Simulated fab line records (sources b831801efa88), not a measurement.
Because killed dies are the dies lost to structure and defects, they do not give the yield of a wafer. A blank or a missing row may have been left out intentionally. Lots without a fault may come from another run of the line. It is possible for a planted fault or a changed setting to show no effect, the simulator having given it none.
Which tool was responsible?    flow sky130    Sampling: 24 lots, 72 wafers, 6 of 708 route steps

WHAT THE GAUGES SHOWED, per wafer
SKY_VIA1_BOW_MEAS_03.
lot   measured      on             VIA1_BOW (um)
L074  day 32 19:07  film-metro-01  84 79 92
L075  day 32 19:58  film-metro-01  85 72 87
L076  day 32 22:26  film-metro-03  74 80 76
L077  day 33 21:26  film-metro-01  82 68 70
L079  day 34 11:50  film-metro-04  78 78 67
L078  day 34 12:41  film-metro-01  86 87 81
L082  day 37 01:31  film-metro-01  78 83 76
L084  day 37 02:41  film-metro-03  78 86 83
L080  day 37 02:29  film-metro-04  85 85 86
L081  day 37 05:39  film-metro-01  83 68 67
L085  day 37 06:10  film-metro-04  76 61 85
L087  day 37 06:27  film-metro-03  84 72 74
L086  day 37 07:28  film-metro-04  75 67 71
L083  day 37 07:23  film-metro-01  88 78 76
L088  day 37 07:41  film-metro-01  74 73 77
L089  day 37 08:08  film-metro-01  74 90 78
L090  day 37 22:10  film-metro-03  85 78 85
L091  day 37 23:22  film-metro-03  81 82 90
L092  day 38 03:39  film-metro-01  82 89 78
L093  day 38 16:49  film-metro-04  81 84 77
L094  day 38 17:45  film-metro-01  78 73 90
L095  day 38 23:43  film-metro-04  84 83 86
L096  day 40 13:14  film-metro-03  87 82 84
L097  day 40 13:30  film-metro-04  88 85 77

SKY_METAL4_OVL_MEAS_14.
lot   measured      on          METAL4_OVL (nm)
L074  day 41 15:37  overlay-01  -2 -8 -4
L075  day 41 19:26  overlay-02  -1 4 2
L076  day 41 20:17  overlay-02  5 7 5
L077  day 42 16:17  overlay-01  7 -5 11
L079  day 43 03:37  overlay-02  -3 8 5
L078  day 43 08:38  overlay-01  -8 -3 -8
L082  day 45 09:20  overlay-01  4 -3 5
L084  day 45 11:21  overlay-01  -7 -8 -7
L080  day 45 10:22  overlay-01  -11 -2 -10
L081  day 45 13:38  overlay-02  -3 -3 -3
L085  day 45 14:00  overlay-01  5 -2 -5
L087  day 45 15:53  overlay-02  1 6 -3
L086  day 45 16:14  overlay-01  3 -3 -5
L083  day 45 15:32  overlay-01  -6 2 -3
L088  day 45 16:32  overlay-02  2 -1 -9
L089  day 45 17:41  overlay-02  4 5 -3
L090  day 46 03:49  overlay-01  0 3 0
L091  day 46 04:28  overlay-01  -2 -5 -5
L092  day 46 05:14  overlay-02  -3 -2 -4
L093  day 46 17:23  overlay-02  -4 0 -7
L094  day 46 18:24  overlay-01  0 -6 -3
L095  day 46 23:02  overlay-02  -2 2 0
L096  day 48 04:05  overlay-02  7 2 0
L097  day 48 05:14  overlay-01  -3 -5 4

SKY_PASSIVATION_THK_MEAS_03.
lot   measured      on             PASSIVATION_CVD_02_THK (nm)
L074  day 43 18:47  film-metro-03  525 520 537
L075  day 43 23:15  film-metro-03  535 526 544
L076  day 43 23:29  film-metro-01  531 529 540
L077  day 44 18:46  film-metro-04  531 536 535
L079  day 45 05:00  film-metro-01  525 531 526
L078  day 45 09:07  film-metro-03  534 529 537
L082  day 47 04:56  film-metro-01  533 534 549
L084  day 47 07:33  film-metro-03  527 542 539
L080  day 47 06:02  film-metro-04  534 541 544
L081  day 47 09:56  film-metro-04  528 545 540
L085  day 47 11:34  film-metro-04  530 551 536
L087  day 47 12:38  film-metro-04  525 533 542
L086  day 47 12:54  film-metro-03  540 538 541
L083  day 47 12:28  film-metro-04  543 536 545
L088  day 47 13:16  film-metro-03  526 536 541
L089  day 47 13:32  film-metro-04  519 529 539
L090  day 47 23:44  film-metro-03  533 546 532
L091  day 48 00:23  film-metro-04  523 538 535
L092  day 48 01:45  film-metro-04  541 545 545
L093  day 48 14:08  film-metro-03  544 543 534
L094  day 48 15:28  film-metro-04  533 545 549
L095  day 48 18:29  film-metro-01  533 538 543
L096  day 49 20:46  film-metro-03  538 529 549
L097  day 49 21:52  film-metro-03  537 537 552

WHAT TOOL EACH LOT RAN ON (gives the tool, then ch and the chambers of the sampled wafers, and finally the start)
lot   SKY_CONTACT_ETCH_16                 SKY_METAL2_ETCH_18                 SKY_CAPM_STRIP_14
L074  rie-diel-03 ch 0,1, day 31 13:34    rie-metal-01 ch 0,1, day 35 00:51  plasma-asher-03 ch 0,1, day 37 07:33
L075  rie-diel-04 ch 0,1,3, day 31 15:07  rie-metal-03 ch 0,1, day 35 03:13  plasma-asher-03 ch 0,1, day 37 10:14
L076  rie-diel-03 ch 1,2,3, day 31 16:55  rie-metal-02 ch 0,1, day 35 05:52  plasma-asher-02 ch 0,1, day 37 12:03
L077  rie-diel-02 ch 0,1, day 32 15:22    rie-metal-03 ch 0,1, day 36 02:59  plasma-asher-03 ch 0,1, day 38 10:17
L079  rie-diel-02 ch 0,3, day 33 06:13    rie-metal-01 ch 0,1, day 36 18:19  plasma-asher-03 ch 0,1, day 39 01:17
L078  rie-diel-02 ch 1,2,3, day 33 07:37  rie-metal-01 ch 0,1, day 36 19:42  plasma-asher-02 ch 0,1, day 39 03:20
L082  rie-diel-04 ch 1,2, day 35 20:22    rie-metal-03 ch 0,1, day 39 07:09  plasma-asher-02 ch 0,1, day 41 10:47
L084  rie-diel-02 ch 0,2, day 35 20:43    rie-metal-03 ch 0,1, day 39 09:04  plasma-asher-01 ch 0,1, day 41 12:23
L080  rie-diel-03 ch 0,2, day 35 21:22    rie-metal-01 ch 1, day 39 07:30    plasma-asher-02 ch 1, day 41 11:23
L081  rie-diel-04 ch 0,1,2, day 36 00:19  rie-metal-01 ch 0,1, day 39 10:42  plasma-asher-01 ch 0,1, day 41 14:20
L085  rie-diel-03 ch 0,1, day 36 00:40    rie-metal-03 ch 0,1, day 39 11:04  plasma-asher-02 ch 0,1, day 41 14:56
L087  rie-diel-04 ch 1,2, day 36 00:49    rie-metal-02 ch 0,1, day 39 12:03  plasma-asher-01 ch 0,1, day 41 16:41
L086  rie-diel-02 ch 0,1,3, day 36 01:55  rie-metal-01 ch 0,1, day 39 12:42  plasma-asher-03 ch 0,1, day 41 16:47
L083  rie-diel-03 ch 0,1,2, day 36 02:13  rie-metal-01 ch 0,1, day 39 12:11  plasma-asher-01 ch 0,1, day 41 15:54
L088  rie-diel-04 ch 1,2,3, day 36 02:34  rie-metal-03 ch 0,1, day 39 13:08  plasma-asher-01 ch 0,1, day 41 16:59
L089  rie-diel-02 ch 0,2,3, day 36 03:10  rie-metal-02 ch 0,1, day 39 13:29  plasma-asher-03 ch 0,1, day 41 17:35
L090  rie-diel-03 ch 0,1,2, day 36 17:34  rie-metal-01 ch 0,1, day 40 03:36  plasma-asher-03 ch 0, day 42 05:50
L091  rie-diel-04 ch 0,1, day 36 18:43    rie-metal-02 ch 0, day 40 04:36    plasma-asher-02 ch 0,1, day 42 07:14
L092  rie-diel-04 ch 0,2, day 36 22:55    rie-metal-01 ch 0, day 40 07:44    plasma-asher-03 ch 1, day 42 10:06
L093  rie-diel-02 ch 1,2,3, day 37 12:16  rie-metal-02 ch 0,1, day 40 20:04  plasma-asher-03 ch 0,1, day 42 21:30
L094  rie-diel-03 ch 0,3, day 37 12:55    rie-metal-01 ch 0,1, day 40 21:56  plasma-asher-01 ch 0,1, day 42 23:45
L095  rie-diel-03 ch 0,3, day 37 19:10    rie-metal-02 ch 0,1, day 41 01:48  plasma-asher-03 ch 0,1, day 43 04:02
L096  rie-diel-03 ch 0,2,3, day 39 09:22  rie-metal-01 ch 0,1, day 42 14:00  plasma-asher-03 ch 0,1, day 44 13:53
L097  rie-diel-02 ch 0,1,3, day 39 09:43  rie-metal-03 ch 0,1, day 42 14:21  plasma-asher-01 ch 0,1, day 44 14:11
- SKY_CONTACT_ETCH_16: etches BARC in N2/H2, stops on SiO2, time 45.9 s, target depth 60 nm.
- SKY_METAL2_ETCH_18: etches BARC in N2/H2, stops on SiO2, time 45.9 s, target depth 60 nm.
- SKY_CAPM_STRIP_14: strips in O2/N2.

WHAT THE TOOLS THEMSELVES READ (means of the sampled wafers that have a number; where no wafer has one, the mark that the record gives instead)
SKY_CONTACT_ETCH_16.
lot   tool         drypump-motor-current-A (A)  oes-product-au (a.u.)  throttle-valve-pct (%)
L074  rie-diel-03  5.5                          0.853                  13.226
L075  rie-diel-04  5.2                          0.858                  13.224
L076  rie-diel-03  5.7                          0.854                  13.227
L077  rie-diel-02  5.9                          0.855                  13.221
L079  rie-diel-02  6.3                          0.854                  13.218
L078  rie-diel-02  5.4                          0.855                  13.227
L082  rie-diel-04  5.9                          0.851                  13.221
L084  rie-diel-02  5.4                          0.856                  13.235
L080  rie-diel-03  5.7                          0.850                  13.234
L081  rie-diel-04  5.6                          0.861                  13.220
L085  rie-diel-03  5.3                          0.859                  13.222
L087  rie-diel-04  6.1                          0.859                  13.230
L086  rie-diel-02  6.0                          0.850                  13.227
L083  rie-diel-03  5.5                          0.851                  13.225
L088  rie-diel-04  5.7                          0.849                  13.229
L089  rie-diel-02  5.7                          0.855                  13.229
L090  rie-diel-03  5.6                          0.852                  13.233
L091  rie-diel-04  5.4                          0.855                  13.220
L092  rie-diel-04  5.4                          0.858                  13.227
L093  rie-diel-02  5.4                          0.849                  13.225
L094  rie-diel-03  6.0                          0.859                  13.222
L095  rie-diel-03  5.8                          0.856                  13.227
L096  rie-diel-03  5.9                          0.855                  13.210
L097  rie-diel-02  6.0                          0.856                  13.222

SKY_METAL2_ETCH_18.
lot   tool          drypump-motor-current-A (A)  oes-product-au (a.u.)  throttle-valve-pct (%)
L074  rie-metal-01  5.5                          0.846                  13.220
L075  rie-metal-03  6.0                          0.854                  13.225
L076  rie-metal-02  6.2                          0.854                  13.230
L077  rie-metal-03  6.0                          0.856                  13.220
L079  rie-metal-01  6.1                          0.852                  13.223
L078  rie-metal-01  5.5                          0.861                  13.231
L082  rie-metal-03  6.1                          0.850                  13.221
L084  rie-metal-03  6.0                          0.857                  13.231
L080  rie-metal-01  4.8                          0.849                  13.229
L081  rie-metal-01  6.1                          0.855                  13.219
L085  rie-metal-03  6.0                          0.857                  13.232
L087  rie-metal-02  5.8                          0.856                  13.233
L086  rie-metal-01  5.5                          0.851                  13.225
L083  rie-metal-01  6.1                          0.861                  13.225
L088  rie-metal-03  6.0                          0.853                  13.215
L089  rie-metal-02  5.8                          0.858                  13.228
L090  rie-metal-01  6.1                          0.858                  13.221
L091  rie-metal-02  5.5                          0.856                  13.226
L092  rie-metal-01  6.8                          0.851                  13.223
L093  rie-metal-02  5.8                          0.855                  13.223
L094  rie-metal-01  5.5                          0.853                  13.230
L095  rie-metal-02  6.2                          0.857                  13.227
L096  rie-metal-01  6.1                          0.858                  13.221
L097  rie-metal-03  6.0                          0.852                  13.226

SKY_CAPM_STRIP_14.
lot   tool             drypump-motor-current-A (A)  oes-product-au (a.u.)  strip-time-to-endpoint-s (s)
L074  plasma-asher-03  5.34                         0.702                  12.68
L075  plasma-asher-03  5.36                         0.708                  12.67
L076  plasma-asher-02  5.12                         0.706                  12.75
L077  plasma-asher-03  5.46                         0.709                  12.68
L079  plasma-asher-03  5.45                         0.705                  12.68
L078  plasma-asher-02  5.31                         0.714                  12.67
L082  plasma-asher-02  5.13                         0.706                  12.65
L084  plasma-asher-01  5.17                         0.711                  12.65
L080  plasma-asher-02  4.93                         0.711                  12.65
L081  plasma-asher-01  5.16                         0.714                  12.67
L085  plasma-asher-02  5.12                         0.707                  12.59
L087  plasma-asher-01  5.35                         0.710                  12.66
L086  plasma-asher-03  5.38                         0.705                  12.65
L083  plasma-asher-01  5.14                         0.708                  12.66
L088  plasma-asher-01  5.32                         0.708                  12.73
L089  plasma-asher-03  5.45                         0.713                  12.67
L090  plasma-asher-03  5.55                         0.716                  12.68
L091  plasma-asher-02  5.31                         0.710                  12.71
L092  plasma-asher-03  5.27                         0.709                  12.68
L093  plasma-asher-03  5.37                         0.713                  12.73
L094  plasma-asher-01  5.35                         0.709                  12.71
L095  plasma-asher-03  5.44                         0.708                  12.66
L096  plasma-asher-03  5.37                         0.711                  12.70
L097  plasma-asher-01  5.32                         0.706                  12.67

THE ANSWER, worked out from the rows above alone
Rule: usual is defined by the lots themselves. The widest of any qualifying gaps counts: lots, ordered by their means at a reading, are off when they make up no more than a third of the lots, leave a main group of 4 or more, and stand apart from it by 3 or more times the standard deviation of that group's means. Not used: any main group whose means are identical at the precision the tables above print for the reading. A lot without any number at a reading at which 4 lots or more have one is off too. Where the step has rows for the other lots, those lots are counted as sound. The gauges are gone through in route order, then the tools' own readings, and for those a lot's mean is taken as printed above. The first step at which some lot is off is used, and at that step the reading that is off furthest; a lot without a number counts as furthest.
No lot is off at any reading shown: from this, nothing can be told.

WHAT THE SIMULATOR HAD INSERTED
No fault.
